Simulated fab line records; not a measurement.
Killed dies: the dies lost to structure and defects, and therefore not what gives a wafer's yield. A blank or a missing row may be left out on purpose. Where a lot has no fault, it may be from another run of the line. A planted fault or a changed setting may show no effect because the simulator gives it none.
Chamber matching ; flow gf180mcu ; cmp-02 running GF_V3_CMP_04: 4 sister chambers
The step polishes SiO2. 14 wafers are shown with their chamber, then 7 later ones without.

== WAFERS WITH THEIR CHAMBER ==
wafer;chamber;motor current A (A);retaining ring pressure frac;time to endpoint s (s)
L543.1;0;13.4;0.997;76
L543.5;3;12.6;1.000;83
L543.6;0;13.0;1.000;83
L544.2;2;12.5;1.001;78
L544.5;0;13.4;1.000;80
L544.6;3;12.2;0.997;79
L546.2;1;11.7;1.004;79
L546.4;0;14.1;0.994;79
L546.6;1;11.9;1.002;81
L547.2;0;14.2;0.996;73
L547.3;3;12.6;0.994;83
L547.4;1;12.6;1.006;79
L551.1;3;12.2;0.996;71
L551.2;1;12.2;1.005;70

SIGNATURES (means of the wafers above)
reading;chamber 0;chamber 1;chamber 2;chamber 3;scatter within a chamber
motor current A;13.620;12.100;12.500;12.400;0.408
retaining ring pressure frac;0.99740;1.00425;1.00100;0.99675;0.00234
time to endpoint s;78.20;77.25;78.00;79.00;4.77
Rule: a wafer's distance from a chamber is the root of the sum, over the readings, of the square of ((its reading less the chamber's mean) divided by the reading's scatter). If the next closest chamber is less than 2 further off than the closest, the wafer can't be placed; otherwise it belongs to the closest. How the scatter is found: for the shown wafers, subtract from each reading the mean of its chamber, square and add these, divide the total by (wafers less chambers), then take the root.

== WAFERS WITH NO CHAMBER GIVEN ==
wafer;motor current A (A);retaining ring pressure frac;time to endpoint s (s)
L551.4;13.5;1.014;76
L555.1;12.1;1.003;70
L555.2;12.9;0.992;77
L555.6;11.8;0.995;83
L561.1;12.0;0.993;83
L561.4;13.6;0.995;94
L561.5;12.1;0.994;88

== EACH ONE'S CHAMBER ==
wafer;from the rows above;in truth
L551.4;can't be placed: 1 or 2 or 0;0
L555.1;can't be placed: 1 or 2 or 3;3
L555.2;can't be placed: 3 or 0 or 2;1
L555.6;can't be placed: 3 or 2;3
L561.1;can't be placed: 3 or 2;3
L561.4;can't be placed: 0 or 3 or 2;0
L561.5;can't be placed: 3 or 2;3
Correct placement for 0 of the 7. These rows do not allow placing 7 (true chamber among the candidates in 6). Placed wrongly: 0.
